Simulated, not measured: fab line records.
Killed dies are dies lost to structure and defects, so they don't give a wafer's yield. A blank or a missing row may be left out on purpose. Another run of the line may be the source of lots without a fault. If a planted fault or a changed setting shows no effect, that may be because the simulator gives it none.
Which tool is to blame? ; flow sky130 ; 11 lots, 33 wafers sampled, at 4 steps of a route of 708

## WHAT THE GAUGES READ, wafer by wafer
SKY_METAL1_THK_MEAS_06: measures by xrf.
lot;measured;on;METAL1_ALCU_THK (nm)
L708;day 32 04:27;film_metro-01;253 241 245
L709;day 32 09:09;film_metro-03;250 248 248
L713;day 33 15:04;film_metro-04;289 290 289
L714;day 34 06:23;film_metro-03;288 286 283
L715;day 34 12:02;film_metro-03;285 285 288
L716;day 34 23:43;film_metro-03;257 256 255
L717;day 34 23:49;film_metro-01;247 250 250
L723;day 36 21:37;film_metro-04;252 248 254
L726;day 37 16:39;film_metro-04;256 252 254
L730;day 39 09:11;film_metro-04;254 250 250
L729;day 39 11:38;film_metro-04;253 251 249

## TOOL THAT RAN EACH LOT (tool first, then ch and the chambers of the sampled wafers, then the start)
lot;SKY_METAL1_SPUTTER_01;SKY_METAL1_SPUTTER_03;SKY_METAL1_SPUTTER_04
L708;pvd_sputter-03, day 32 04:13;pvd_sputter-03, day 32 04:16;pvd_sputter-03, day 32 04:17
L709;pvd_sputter-01, day 32 08:55;pvd_sputter-01, day 32 08:58;pvd_sputter-01, day 32 08:59
L713;pvd_sputter-01, day 33 14:48;pvd_sputter-01, day 33 14:51;pvd_sputter-01, day 33 14:52
L714;pvd_sputter-03, day 34 06:08;pvd_sputter-03, day 34 06:11;pvd_sputter-03, day 34 06:13
L715;pvd_sputter-01, day 34 11:48;pvd_sputter-01, day 34 11:51;pvd_sputter-01, day 34 11:52
L716;pvd_sputter-01, day 34 23:27;pvd_sputter-01, day 34 23:30;pvd_sputter-01, day 34 23:31
L717;pvd_sputter-04, day 34 23:34;pvd_sputter-04, day 34 23:37;pvd_sputter-04, day 34 23:38
L723;pvd_sputter-03, day 36 21:21;pvd_sputter-03, day 36 21:24;pvd_sputter-03, day 36 21:25
L726;pvd_sputter-01, day 37 16:25;pvd_sputter-01, day 37 16:28;pvd_sputter-01, day 37 16:29
L730;pvd_sputter-01, day 39 08:53;pvd_sputter-01, day 39 08:56;pvd_sputter-01, day 39 08:58
L729;pvd_sputter-03, day 39 11:24;pvd_sputter-03, day 39 11:27;pvd_sputter-03, day 39 11:28
- SKY_METAL1_SPUTTER_01: material TiN, target thk 20 nm, time 16.7 s.
- SKY_METAL1_SPUTTER_03: material Ti, target thk 5 nm, time 3.3 s.
- SKY_METAL1_SPUTTER_04: material TiN, target thk 70 nm, time 58.3 s.

## THE ANSWER, worked out from the rows above alone
Rule: the lots themselves supply what counts as usual. Put in order of their means at a reading, lots are off if they are a third of the lots or fewer, leave a main group of 4 or more, and stand apart from it by a gap of 3 or more times the standard deviation of the main group's means; of several such gaps the widest counts. A main group is skipped when, at the precision printed for the reading in the tables above, its means are all equal. A lot without any number at a reading at which 4 lots or more have one is off too. The other lots that the step has rows for count as sound.
Off: at SKY_METAL1_THK_MEAS_06 (METAL1_ALCU_THK), L713, L714, L715. The main group has a mean of 251 nm with a standard deviation of 2.9.
A tool fits if, at a process step before that reading, it ran every lot that is off, and no sound lot after the first of them. Those tools and the gauges at SKY_METAL1_THK_MEAS_06 are tried in the same way. Not one of the candidates tried fits.

## WHAT THE SIMULATOR HAD INSERTED
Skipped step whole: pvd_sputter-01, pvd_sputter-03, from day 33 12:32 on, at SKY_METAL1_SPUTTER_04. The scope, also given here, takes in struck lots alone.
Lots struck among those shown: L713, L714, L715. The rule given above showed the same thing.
